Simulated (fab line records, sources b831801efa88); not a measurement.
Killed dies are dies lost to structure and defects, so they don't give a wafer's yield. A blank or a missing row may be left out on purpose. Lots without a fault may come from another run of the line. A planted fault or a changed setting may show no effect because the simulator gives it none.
Chamber matching | flow gf180mcu | GF_V2_CMP_26 on cmp-02: 4 sister chambers
The step polishes, stops on SiO2, t overpolish 15 s, target thk 0 nm. 14 wafers are shown with their chamber, then 7 later ones without.

WAFERS WITH THEIR CHAMBER
wafer  | chamber | motor_current_A (A) | time_to_endpoint_s (s) | slurry_filter_dp_kPa (kPa)
L575.3 | 0       | 12.3                | 79                     | 13.57
L575.5 | 0       | 12.0                | 78                     | 13.37
L575.6 | 3       | 10.2                | 78                     | 13.63
L577.2 | 1       | 14.0                | 85                     | 13.73
L577.5 | 3       | 10.1                | 81                     | 13.59
L577.6 | 2       | 10.6                | 82                     | 13.57
L590.1 | 3       | 10.4                | 80                     | 13.72
L590.2 | 2       | 11.4                | 93                     | 13.41
L590.6 | 2       | 11.1                | 91                     | 13.36
L592.3 | 2       | 10.9                | 88                     | 13.35
L592.4 | 0       | 11.7                | 81                     | 13.21
L592.5 | 2       | 10.9                | 86                     | 13.69
L594.1 | 3       | 9.8                 | 86                     | 13.62
L594.3 | 2       | 11.1                | 90                     | 13.46

SIGNATURES (means of the wafers above)
reading              | chamber 0 | chamber 1 | chamber 2 | chamber 3 | scatter within a chamber
motor_current_A      | 12.000    | 14.000    | 11.000    | 10.125    | 0.27
time_to_endpoint_s   | 79.33     | 85.00     | 88.33     | 81.25     | 3.42
slurry_filter_dp_kPa | 13.3833   | 13.7300   | 13.4733   | 13.6400   | 0.128
Rule: a wafer's distance from a chamber is the root of the sum, over the readings, of the square of ((its reading less the chamber's mean) divided by the reading's scatter). The wafer belongs to the nearest chamber; if the next one is less than 2 further off, it can't be placed. The scatter: the root of (the sum of the squares of (reading less its chamber's mean) over the shown wafers, divided by (wafers less chambers)).

WAFERS WITHOUT THEIR CHAMBER
wafer  | motor_current_A (A) | time_to_endpoint_s (s) | slurry_filter_dp_kPa (kPa)
L594.6 | 11.7                | 84                     | 13.49
L595.2 | 10.8                | 80                     | 13.41
L595.3 | 11.6                | 78                     | 13.32
L595.5 | 10.3                | 84                     | 13.48
L596.2 | 12.3                | 86                     | 13.53
L596.3 | 9.9                 | 78                     | 13.28
L596.5 | 10.3                | 81                     | 13.53

WHICH CHAMBER EACH WENT THROUGH
wafer  | from the rows above          | in truth
L594.6 | can't be placed: 0 or 2      | 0
L595.2 | can't be placed: 2 or 3 or 0 | 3
L595.3 | 0                            | 0
L595.5 | can't be placed: 3 or 2      | 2
L596.2 | 0                            | 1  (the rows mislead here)
L596.3 | 3                            | 3
L596.5 | 3                            | 3
Placed correctly: 3 of 7. Can't be placed from these rows: 3 (the true chamber is among the candidates in 3). Placed wrongly: 1.
